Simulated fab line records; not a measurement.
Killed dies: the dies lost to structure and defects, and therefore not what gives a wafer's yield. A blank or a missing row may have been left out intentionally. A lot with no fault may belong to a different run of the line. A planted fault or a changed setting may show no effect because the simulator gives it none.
Which tool is to blame? + flow sky130 + 30 wafers from 10 lots sampled at 6 of the route's 708 steps

WHAT THE GAUGES READ, wafer by wafer
SKY_SD_N_TW_MEAS_12. Usual: for SD_N_TW the level is 3995 and the standard deviation is 29.
| lot  | measured     | on            | SD_N_TW                       | flag |
|------|--------------|---------------|-------------------------------|------|
| L826 | day 28 18:49 | film_metro-03 | 3972 3982 3973                |      |
| L828 | day 30 05:41 | film_metro-04 | 4032 4029 4050                |      |
| L833 | day 31 05:16 | film_metro-03 | 3958 3986 3977                |      |
| L834 | day 31 16:29 | film_metro-04 | 4026 4036 4029                |      |
| L837 | day 32 05:40 | film_metro-04 | 4024 4031 4017                |      |
| L838 | day 32 17:13 | film_metro-04 | 4016 3993 4006                |      |
| L839 | day 32 20:32 | film_metro-03 | 3970 3977 3981                |      |
| L840 | day 33 10:04 | film_metro-03 | 3949 3965 3948                |      |
| L841 | day 33 18:16 | film_metro-02 | 4387 4368 4377 4357 4378 4394 | OFF  |
| L843 | day 34 06:25 | film_metro-04 | 4347 4332 4346 4346 4327 4322 | OFF  |

SKY_SD_N_RS_MEAS_16: the measuring method here is four-point-probe. Usual: for SD_N_RS the level is 68.58 ohm/sq and the standard deviation is 0.13.
| lot  | measured     | on            | SD_N_RS (ohm/sq)                    | flag |
|------|--------------|---------------|-------------------------------------|------|
| L826 | day 28 19:10 | film_metro-03 | 68.37 68.68 68.54                   |      |
| L828 | day 30 05:59 | film_metro-04 | 68.59 68.35 68.42                   |      |
| L833 | day 31 05:36 | film_metro-02 | 68.58 68.64 68.53                   |      |
| L834 | day 31 16:48 | film_metro-02 | 68.75 68.71 68.67                   |      |
| L837 | day 32 05:58 | film_metro-02 | 68.72 68.70 68.65                   |      |
| L838 | day 32 17:30 | film_metro-02 | 68.52 68.33 68.34                   |      |
| L839 | day 32 20:50 | film_metro-02 | 68.59 68.55 68.39                   |      |
| L840 | day 33 10:21 | film_metro-04 | 68.61 68.52 68.71                   |      |
| L841 | day 33 21:20 | film_metro-03 | 57.92 57.99 57.89 58.06 57.87 57.75 | OFF  |
| L843 | day 34 08:37 | film_metro-03 | 57.97 57.85 57.93 57.74 57.98 57.86 | OFF  |

SKY_CONTACT_BOW_MEAS_05. Usual: for CONTACT_BOW the level is 81 um and the standard deviation is 7.7.
| lot  | measured     | on            | CONTACT_BOW (um) | flag |
|------|--------------|---------------|------------------|------|
| L826 | day 31 05:34 | film_metro-04 | 85 84 85         |      |
| L828 | day 32 17:36 | film_metro-01 | 67 76 78         |      |
| L833 | day 33 14:58 | film_metro-04 | 91 97 80         |      |
| L834 | day 34 01:53 | film_metro-02 | 83 74 73         |      |
| L837 | day 34 15:40 | film_metro-01 | 78 86 83         |      |
| L838 | day 35 03:15 | film_metro-01 | 94 82 81         |      |
| L839 | day 35 06:03 | film_metro-02 | 81 79 89         |      |
| L840 | day 35 19:44 | film_metro-04 | 76 83 69         |      |

WHICH TOOL RAN EACH LOT (tool, then ch and the chambers of the sampled wafers, then the start)
| lot  | SKY_POLY_CUT_ETCH_10               | SKY_SD_N_IMPLANT_09             | SKY_SD_N_STRIP_11                    |
|------|------------------------------------|---------------------------------|--------------------------------------|
| L826 | rie_diel-02 ch 0,3, day 25 03:14   | implanter-02 ch 0, day 28 18:26 | plasma_asher-02 ch 1, day 28 18:43   |
| L828 | rie_diel-01 ch 0,2,3, day 26 14:31 | implanter-02 ch 0, day 30 05:19 | plasma_asher-02 ch 0,1, day 30 05:35 |
| L833 | rie_diel-03 ch 0,1,2, day 27 16:53 | implanter-02 ch 0, day 31 04:52 | plasma_asher-01 ch 0,1, day 31 05:10 |
| L834 | rie_diel-03 ch 1,2,3, day 28 03:52 | implanter-02 ch 0, day 31 16:08 | plasma_asher-03 ch 0,1, day 31 16:23 |
| L837 | rie_diel-01 ch 1,3, day 28 17:56   | implanter-04 ch 0, day 32 05:17 | plasma_asher-03 ch 0, day 32 05:34   |
| L838 | rie_diel-01 ch 0,1,3, day 29 06:33 | implanter-01 ch 0, day 32 16:49 | plasma_asher-02 ch 0,1, day 32 17:07 |
| L839 | rie_diel-03 ch 1,2, day 29 10:26   | implanter-01 ch 0, day 32 20:08 | plasma_asher-03 ch 0,1, day 32 20:26 |
| L840 | rie_diel-01 ch 0,1,3, day 30 00:10 | implanter-01 ch 0, day 33 09:40 | plasma_asher-02 ch 0,1, day 33 09:58 |
| L841 | rie_diel-03 ch 0,2,3, day 30 07:38 | implanter-01 ch 0, day 33 17:54 | plasma_asher-01 ch 0,1, day 33 18:11 |
| L843 | rie_diel-02 ch 1,2, day 30 21:31   | implanter-01 ch 0, day 34 06:01 | plasma_asher-02 ch 0,1, day 34 06:19 |
- SKY_POLY_CUT_ETCH_10: etches BARC in N2/H2, stops on SiO2, time 45.9 s, target depth 60 nm.
- SKY_SD_N_IMPLANT_09
- SKY_SD_N_STRIP_11: strips in O2/N2.

WHAT THE TOOLS THEMSELVES READ (means of the sampled wafers that have a number; where no wafer has one, the mark that the record gives instead)
SKY_POLY_CUT_ETCH_10. Usual: chamber_pressure_mTorr 30.000 mTorr, standard deviation 0.027; drypump_motor_current_A 5.7 A, standard deviation 0.49; oes_product_au 0.855 a.u., standard deviation 0.0049; throttle_valve_pct 13.226 %, standard deviation 0.009.
| lot  | tool        | chamber_pressure_mTorr (mTorr) | drypump_motor_current_A (A) | oes_product_au (a.u.) | throttle_valve_pct (%) | flag |
|------|-------------|--------------------------------|-----------------------------|-----------------------|------------------------|------|
| L826 | rie_diel-02 | 29.992                         | 5.3                         | 0.850                 | 13.227                 |      |
| L828 | rie_diel-01 | 30.003                         | 5.5                         | 0.858                 | 13.223                 |      |
| L833 | rie_diel-03 | 29.985                         | 5.7                         | 0.857                 | 13.217                 |      |
| L834 | rie_diel-03 | 30.005                         | 6.0                         | 0.850                 | 13.227                 |      |
| L837 | rie_diel-01 | 30.011                         | 6.0                         | 0.850                 | 13.223                 |      |
| L838 | rie_diel-01 | 30.022                         | 5.8                         | 0.851                 | 13.227                 |      |
| L839 | rie_diel-03 | 29.978                         | 6.2                         | 0.854                 | 13.227                 |      |
| L840 | rie_diel-01 | 29.996                         | 5.8                         | 0.857                 | 13.222                 |      |
| L841 | rie_diel-03 | 29.970                         | 5.6                         | 0.854                 | 13.226                 |      |
| L843 | rie_diel-02 | 30.013                         | 6.3                         | 0.862                 | 13.232                 |      |

SKY_SD_N_IMPLANT_09. Usual: beam_energy_keV 50.001, standard deviation 0.015; beam_on_s 18.5 s, standard deviation 1.2; faraday_current_uA 11917, standard deviation 750.
| lot  | tool         | beam_energy_keV | beam_on_s (s) | faraday_current_uA | flag |
|------|--------------|-----------------|---------------|--------------------|------|
| L826 | implanter-02 | 50.033          | 18.5          | 11875              |      |
| L828 | implanter-02 | 49.982          | 18.5          | 11819              |      |
| L833 | implanter-02 | 50.001          | 18.7          | 11690              |      |
| L834 | implanter-02 | 50.006          | 18.6          | 11739              |      |
| L837 | implanter-04 | 49.984          | 16.6          | 13175              |      |
| L838 | implanter-01 | 50.001          | 19.6          | 11215              |      |
| L839 | implanter-01 | 50.004          | 19.3          | 11335              |      |
| L840 | implanter-01 | 50.000          | 19.7          | 11123              |      |
| L841 | implanter-01 | 68.315          | 19.3          | 11325              | OFF  |
| L843 | implanter-01 | 68.312          | 19.8          | 11089              | OFF  |

SKY_SD_N_STRIP_11. Usual: chamber_pressure_mTorr 1500.1 mTorr, standard deviation 1.4; drypump_motor_current_A 5.9 A, standard deviation 0.4; o2_flow_sccm 3129 sccm, standard deviation 7.5; oes_product_au 0.528 a.u., standard deviation 0.0042; strip_time_to_endpoint_s 22.48 s, standard deviation 0.04.
| lot  | tool            | chamber_pressure_mTorr (mTorr) | drypump_motor_current_A (A) | o2_flow_sccm (sccm) | oes_product_au (a.u.) | strip_time_to_endpoint_s (s) | flag |
|------|-----------------|--------------------------------|-----------------------------|---------------------|-----------------------|------------------------------|------|
| L826 | plasma_asher-02 | 1500.9                         | 5.9                         | 3138                | 0.531                 | 22.50                        |      |
| L828 | plasma_asher-02 | 1499.5                         | 5.9                         | 3127                | 0.529                 | 22.48                        |      |
| L833 | plasma_asher-01 | 1500.3                         | 5.3                         | 3134                | 0.532                 | 22.49                        |      |
| L834 | plasma_asher-03 | 1501.9                         | 6.4                         | 3134                | 0.531                 | 22.52                        |      |
| L837 | plasma_asher-03 | 1499.5                         | 6.6                         | 3124                | 0.530                 | 22.50                        |      |
| L838 | plasma_asher-02 | 1500.3                         | 5.9                         | 3128                | 0.526                 | 22.49                        |      |
| L839 | plasma_asher-03 | 1500.8                         | 6.4                         | 3130                | 0.528                 | 22.52                        |      |
| L840 | plasma_asher-02 | 1499.7                         | 5.9                         | 3128                | 0.530                 | 22.44                        |      |
| L841 | plasma_asher-01 | 1499.9                         | 5.3                         | 3136                | 0.496                 | 25.22                        | OFF  |
| L843 | plasma_asher-02 | 1500.9                         | 5.9                         | 3127                | 0.494                 | 25.23                        | OFF  |

THE ANSWER, worked out from the rows above alone
Rule: lot off if the mean of its wafers having a number is beyond 3 standard deviations from the usual mean. Also off: a lot with no number at a reading for which 4 or more lots have one. Any other lot the step has rows for is counted as sound. After the gauges, taken in route order, come the tools' own readings; for these a lot's mean is taken, as printed above. The first step at which some lot is off is used, and at that step the reading that is off furthest; a lot without a number counts as furthest.
Off: L841, L843, seen at SKY_SD_N_TW_MEAS_12 (SD_N_TW).
If a tool, at a process step before that reading, ran all the lots that are off and no sound lot after the first of them, it fits. The gauges at SKY_SD_N_TW_MEAS_12 aren't tried: what is off there is off at SKY_SD_N_RS_MEAS_16 too, on other tools, and a gauge's error can't cause that. One fits: implanter-01 at SKY_SD_N_IMPLANT_09. A fault onset in the window from L840 (day 33 09:40, its last sound lot) to L841 (day 33 17:54, its first lot off) fits.
On the lots that are off, the tool's own readings at SKY_SD_N_IMPLANT_09 differ by more than 5 times the standard deviation of the sound lots' means, which bears it out; beam_energy_keV reads 68.314 there versus 50.001 on the sound lots.

WHAT HAD BEEN PUT IN BY THE SIMULATOR
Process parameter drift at SKY_SD_N_IMPLANT_09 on implanter-01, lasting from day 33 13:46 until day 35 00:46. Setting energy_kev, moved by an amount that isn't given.
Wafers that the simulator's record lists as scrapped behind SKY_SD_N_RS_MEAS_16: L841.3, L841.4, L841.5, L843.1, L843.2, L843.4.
Shown lots that were struck: L841, L843. The rule above reached the same finding.
